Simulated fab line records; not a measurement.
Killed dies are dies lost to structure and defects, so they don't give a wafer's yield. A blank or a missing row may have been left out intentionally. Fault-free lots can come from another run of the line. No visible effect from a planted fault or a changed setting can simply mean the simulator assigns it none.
fab line records | flow sky130
record lots=13 wafers=39 last-day=50
route steps=708 shown FIELD_ISO@22 VIA1@474 VIA3@595 VIA4@660 PAD_OPEN@708
lots that met no fault: from a run of the same line without faults
start-h: hours from the record's first day to the start of the lot's first wafer shown | wait-h: hours since the lot's step before | " repeats the value in the row above | L1.1+2: a single row standing in for several wafers | - no value, or no start given | * or withheld: withheld | < > ~ a bound
route shown NAME@n: a module of which the file shows steps, and the number in the route of the first | usual: mean/standard deviation of fault-free wafers | same: alike in all rows | chamber/n: place in a boat | sites: each site's reading | _std_site: the standard deviation of these | _edge_site: outer sites' mean less inner sites' | radius-mm: for every site, how far away it sits from the centre of the wafer | mask NAME#n: copy n | behind: the most recent tool/chamber to have shaped the wafer | hold: what put the lot on hold/how long, in hours/how the hold closed | device: names the non-switching transistor (n, p or np) | end of line: the tests these same wafers got at the end of their route | for a step that has no rows: nothing shown but its recipe | killed: not the wafer's yield, but the dies lost to structure and defects at the first sort | map: a wafer's dies, x killed, . not, _ none there
set.NAME: the setting that was run; set.NAME@STEP: the one run at that earlier step | model.NAME: the simulator's own value behind a step, which no gauge read
route steps across a sampled set of lots; one table per step, one row per wafer
services: a tool's chamber out of use, with start hour (start-h, from the record's first day; less than 0 if before it), hours out, and reason
## steps
# step SKY_FIELD_ISO_WET_ETCH_21
# recipe chemistry=dHF dilution=100:1 target-depth-nm=20 dry=ipa-marangoni target=SiO2 temp-c=25 time-s=400
# usual run-length-s=428/3.4
# columns lot.wafer tool chamber start-h wait-h run-length-s
L424.2 wet-bench-04 0 30.96 0.0 434
L424.5 " 0 " " 434
L424.6 " 0 " " 434
L425.2 wet-bench-04 1 35.28 0.0 425
L425.4 " 1 " " 425
L425.6 " 1 " " 425
L427.1 wet-bench-04 3 45.36 0.0 424
L427.2 " 3 " " 424
L427.4 " 3 " " 424
L430.1 wet-bench-04 0 59.69 0.0 473
L430.3 " 0 " " 473
L430.5 " 0 " " 473
L431.2 wet-bench-04 3 65.26 0.0 462
L431.5 " 3 " " 462
L431.6 " 3 " " 462
L432.1 wet-bench-04 0 69.67 0.0 465
L432.2 " 0 " " 465
L432.5 " 0 " " 465
L438.1 wet-bench-02 0 102.10 0.0 433
L438.3 " 0 " " 433
L438.5 " 0 " " 433
L439.2 wet-bench-02 3 107.92 0.0 427
L439.3 " 3 " " 427
L439.6 " 3 " " 427
L441.1 wet-bench-02 2 117.68 0.0 428
L441.3 " 2 " " 428
L441.6 " 2 " " 428
L442.3 wet-bench-02 1 124.06 0.0 427
L442.5 " 1 " " 427
L442.6 " 1 " " 427
L444.1 wet-bench-04 1 133.68 0.0 427
L444.2 " 1 " " 427
L444.4 " 1 " " 427
L445.1 wet-bench-04 2 138.81 0.0 425
L445.4 " 2 " " 425
L445.5 " 2 " " 425
L447.1 wet-bench-01 2 149.42 0.0 425
L447.4 " 2 " " 425
L447.5 " 2 " " 425
# step SKY_VIA1_STRIP_16
# recipe chemistry=O2/N2 power-w=1400 pressure-mtorr=1500 platen-temp-c=withheld o2-flow-sccm=3000 n2-flow-sccm=300 overash-fraction=0.5
# usual drypump-motor-current-A=5.3/0.32 oes-product-au=0.416/0.0048 strip-time-to-endpoint-s=4.475/0.023
# columns lot.wafer tool chamber start-h wait-h drypump-motor-current-A oes-product-au rf-hours-counter-h strip-time-to-endpoint-s
L424.2 plasma-asher-03 0 781.04 0.0 5.4 0.415 4 4.463
L424.5 " 1 " " 5.4 0.420 - 4.536
L424.6 " 0 " " 5.4 0.416 - 4.500
L425.2 plasma-asher-01 0 787.34 0.0 5.6 0.417 102 4.480
L425.4 " 1 " " 5.0 0.420 - 4.468
L425.6 " 0 " " 5.6 0.415 - 4.487
L427.1 plasma-asher-03 0 806.66 0.0 5.4 0.420 6 4.447
L427.2 " 1 " " 5.4 0.421 6 4.459
L427.4 " 0 " " 5.4 0.418 - 4.462
L430.1 plasma-asher-03 0 844.77 0.0 5.4 0.415 10 4.465
L430.3 " 1 " " 5.3 0.413 - 4.503
L430.5 " 1 " " 5.3 0.419 - 4.491
L431.2 plasma-asher-01 0 845.42 0.0 5.7 0.421 107 4.446
L431.5 " 0 " " 5.6 0.415 - 4.476
L431.6 " 1 " " 5.0 0.421 - 4.463
L432.1 plasma-asher-03 1 850.02 0.0 5.3 0.418 11 4.514
L432.2 " 0 " " 5.4 0.413 11 4.518
L432.5 " 0 " " 5.4 0.414 - 4.532
L438.1 plasma-asher-01 1 891.69 0.0 5.0 0.412 112 4.453
L438.3 " 1 " " 5.0 0.411 - 4.450
L438.5 " 0 " " 5.6 0.415 - 4.439
L439.2 plasma-asher-04 1 899.34 0.0 5.8 0.416 45 4.501
L439.3 " 0 " " 4.7 0.422 - 4.467
L439.6 " 0 " " 4.7 0.422 - 4.524
L441.1 plasma-asher-01 1 914.61 0.0 5.0 0.410 115 4.472
L441.3 " 0 " " 5.6 0.408 - 4.472
L441.6 " 1 " " 5.0 0.421 - 4.470
L442.3 plasma-asher-01 0 916.28 0.1 5.7 0.423 - 4.477
L442.5 " 1 " " 5.0 0.407 - 4.493
L442.6 " 0 " " 5.7 0.422 - 4.473
L444.1 plasma-asher-01 0 932.47 0.0 5.6 0.415 117 4.499
L444.2 " 1 " " 5.0 0.425 117 4.462
L444.4 " 1 " " 5.0 0.414 - 4.474
L445.1 plasma-asher-04 1 955.17 0.0 5.8 0.420 52 4.474
L445.4 " 0 " " 4.7 0.414 - 4.467
L445.5 " 1 " " 5.8 0.418 - 4.495
L447.1 plasma-asher-03 1 959.29 0.0 5.3 0.425 21 4.493
L447.4 " 0 " " 5.4 0.410 - 4.469
L447.5 " 1 " " 5.3 0.422 - 4.483
# step SKY_VIA3_RS_MEAS_22
# recipe thk-meas-gauge=four-point-probe reads=W_of_VIA3_CVD_21+TiN_of_VIA3_SPUTTER_20
# usual VIA3_W_RS=0.295/0.0037
# columns lot.wafer tool chamber start-h wait-h VIA3_W_RS[ohm/sq]
L424.2 film-metro-04 - 917.35 0.1 0.297
L424.5 " - " " 0.293
L424.6 " - " " 0.294
L425.2 film-metro-04 - 925.27 0.1 0.294
L425.4 " - " " 0.294
L425.6 " - " " 0.296
L427.1 film-metro-04 - 941.68 0.1 0.288
L427.2 " - " " 0.295
L427.4 " - " " 0.298
L430.1 film-metro-02 - 977.34 0.1 0.288
L430.3 " - " " 0.288
L430.5 " - " " 0.290
L431.2 film-metro-02 - 977.61 0.1 0.284
L431.5 " - " " 0.293
L431.6 " - " " 0.288
L432.1 film-metro-04 - 981.33 0.1 0.291
L432.2 " - " " 0.288
L432.5 " - " " 0.289
L438.1 film-metro-04 - 1021.57 0.1 0.293
L438.3 " - " " 0.294
L438.5 " - " " 0.295
L439.2 film-metro-02 - 1027.98 0.1 0.296
L439.3 " - " " 0.302
L439.6 " - " " 0.299
L441.1 film-metro-04 - 1041.74 0.1 0.291
L441.3 " - " " 0.298
L441.6 " - " " 0.296
L442.3 film-metro-01 - 1042.76 0.1 0.300
L442.5 " - " " 0.299
L442.6 " - " " 0.291
L444.1 film-metro-04 - 1055.16 0.1 0.300
L444.2 " - " " 0.294
L444.4 " - " " 0.292
L445.1 film-metro-01 - 1076.35 0.1 0.295
L445.4 " - " " 0.296
L445.5 " - " " 0.296
L447.1 film-metro-01 - 1080.18 0.1 0.294
L447.4 " - " " 0.293
L447.5 " - " " 0.299
# step SKY_VIA4_CMP_21
# recipe stop-on=SiO2 t-overpolish-s=25 down-force-psi=3.5 platen-rpm=60 target-thk-nm=0 pad-velocity-m-s=0.94248
# usual motor-current-A=12.0/0.98 overpolish-run-s=25.001/0.0089 time-to-endpoint-s=121/4.3
# columns lot.wafer tool chamber start-h wait-h motor-current-A overpolish-run-s time-to-endpoint-s
L424.2 cmp-02 1 994.57 0.1 12.2 25.012 117
L424.5 " 0 " " 11.4 25.007 117
L424.6 " 1 " " 11.9 24.996 118
L425.2 cmp-01 3 1000.02 0.1 12.1 24.990 117
L425.4 " 1 " " 13.5 24.994 122
L425.6 " 3 " " 11.4 25.011 114
L427.4 cmp-02 2 1015.22 0.0 12.6 25.013 121
L427.2 " 0 " " 11.6 25.005 115
L427.1 " 1 " " 11.8 24.995 121
L430.3 cmp-01 3 1049.01 0.0 11.7 24.999 117
L430.1 " 1 " " 12.7 24.992 121
L430.5 " 0 " " 12.2 25.003 122
L431.2 cmp-01 2 1050.37 0.1 11.3 24.990 115
L431.5 " 0 " " 13.1 24.994 122
L431.6 " 1 " " 13.3 25.015 124
L432.1 cmp-01 0 1053.69 0.1 13.0 25.012 121
L432.2 " 3 " " 11.4 24.992 118
L432.5 " 1 " " 13.5 24.996 120
L438.3 cmp-01 2 1090.04 0.1 10.9 24.982 115
L438.1 " 3 " " 11.5 25.003 122
L438.5 " 2 " " 11.5 25.003 114
L439.3 cmp-01 1 1095.55 0.3 13.6 25.018 118
L439.2 " 3 " " 12.2 24.999 118
L439.6 " 1 " " 13.7 25.012 121
L441.1 cmp-01 3 1106.74 0.1 11.8 25.000 118
L441.3 " 0 " " 12.9 25.012 121
L441.6 " 3 " " 11.7 25.017 117
L442.3 cmp-02 2 1107.61 0.2 12.2 24.999 126
L442.5 " 3 " " 10.2 24.986 126
L442.6 " 0 " " 12.0 25.006 122
L444.4 cmp-02 1 1121.17 0.0 11.7 25.002 126
L444.2 " 2 " " 11.9 25.002 125
L444.1 " 0 " " 11.5 24.996 123
L445.4 cmp-01 3 1139.51 0.3 11.7 25.002 122
L445.1 " 0 " " 12.5 25.002 123
L445.5 " 2 " " 10.9 24.999 119
L447.1 cmp-01 0 1143.40 0.1 13.1 24.991 129
L447.4 " 1 " " 13.7 24.989 127
L447.5 " 2 " " 11.6 25.003 120
# step SKY_PAD_OPEN_PROBE_99
# usual killed_at_M0_to_M3=44/6.9 killed_at_M4_up=3.0/1.5 killed-at-contacts=24/5.2 killed-at-front-end=15/4.1 killed-at-other=0.4/0.62 killed-dies=87/9.6 killed-open=47/7 killed-short=40/6.2
# same gross-dies=492 killed-at-back-side=0
# columns lot.wafer tool chamber start-h wait-h killed_at_M0_to_M3 killed_at_M4_up killed-at-contacts killed-at-front-end killed-at-other killed-dies killed-open killed-short
L439.2 prober-02 - 1155.52 0.1 52 3 30 10 1 96 52 43
L439.3 prober-02 - 1155.57 0.2 31 2 29 18 0 80 43 37
L439.6 prober-02 - 1155.72 0.2 45 5 28 11 0 89 52 37
# killed by level:class
L439.2 METAL1:geometric-particle:short=10 VIA3:geometric-particle:open=9 LI_CONTACT:geometric-particle:open=9 CONTACT:geometric-particle:open=9 VIA1:geometric-particle:open=8 VIA1:geometric-particle:short=6 VIA2:geometric-particle:open=5 LI_CONTACT:geometric-particle:short=4
L439.3 CONTACT:geometric-particle:open=12 VIA1:geometric-particle:open=10 METAL1:geometric-particle:short=8 LI_CONTACT:geometric-particle:short=6 POLY_GATE:geometric-particle:open=5 METAL2:geometric-particle:short=5 FIELD_ISO:geometric-particle:short=4 FIELD_ISO:geometric-particle:open=4
L439.6 CONTACT:geometric-particle:open=11 LI_CONTACT:geometric-particle:open=9 VIA1:geometric-particle:open=9 METAL1:geometric-particle:short=8 METAL1:geometric-particle:open=6 CONTACT:geometric-particle:short=5 METAL2:geometric-particle:short=5 VIA2:geometric-particle:open=5
## services
# columns tool chamber start-h hours kind
cmp-01 - 21.20 0.3 repair
cmp-01 - 64.00 4.0 pm
cmp-01 - 66.35 2.6 repair
cmp-01 - 150.96 0.5 repair
cmp-01 - 156.23 3.5 repair
cmp-01 - 170.04 3.4 pm
cmp-01 - 175.50 0.4 repair
cmp-01 - 177.80 18.3 pm
cmp-01 - 195.21 1.0 repair
cmp-01 - 332.98 0.3 repair
cmp-01 - 362.75 3.4 pm
cmp-01 - 391.87 2.2 repair
cmp-01 - 404.00 4.0 pm
cmp-01 - 423.42 0.3 repair
cmp-01 - 455.08 0.4 repair
cmp-01 - 497.32 0.4 repair
cmp-01 - 645.28 4.4 repair
cmp-01 - 651.19 0.8 repair
cmp-01 - 690.29 1.1 repair
cmp-01 - 699.04 2.6 repair
cmp-01 - 722.59 0.8 repair
cmp-01 - 728.36 6.6 pm
cmp-01 - 744.00 4.0 pm
cmp-01 - 804.65 1.5 repair
## key
first-sign step=SKY_FIELD_ISO_WET_ETCH_21 reading=run-length-s direction=up sigmas=12 usual=* struck=*
effect none on later readings
met-at SKY_FIELD_ISO_WET_ETCH_21
struck-lots L430,L431,L432
tester-left-out L430,L431,L432
not-acting-at SKY_VIA1_STRIP_16,SKY_VIA3_RS_MEAS_22,SKY_VIA4_CMP_21
onset-between 45.36 59.69
fault kind=process-parameter-drift tool=wet-bench-04 chamber=- onset-h=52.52 steps=SKY_FIELD_ISO_WET_ETCH_21 channel=time-s offset=* shape=step end-h=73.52 acts-in=* stated=*
# tester-left-out: of these lots the tester's yield and bins aren't shown, on N5 and GAA mostly nor the transistor test; their killed dies are dies lost to structure and defects alone, not to doping, threshold or leakage, so they don't give the yield
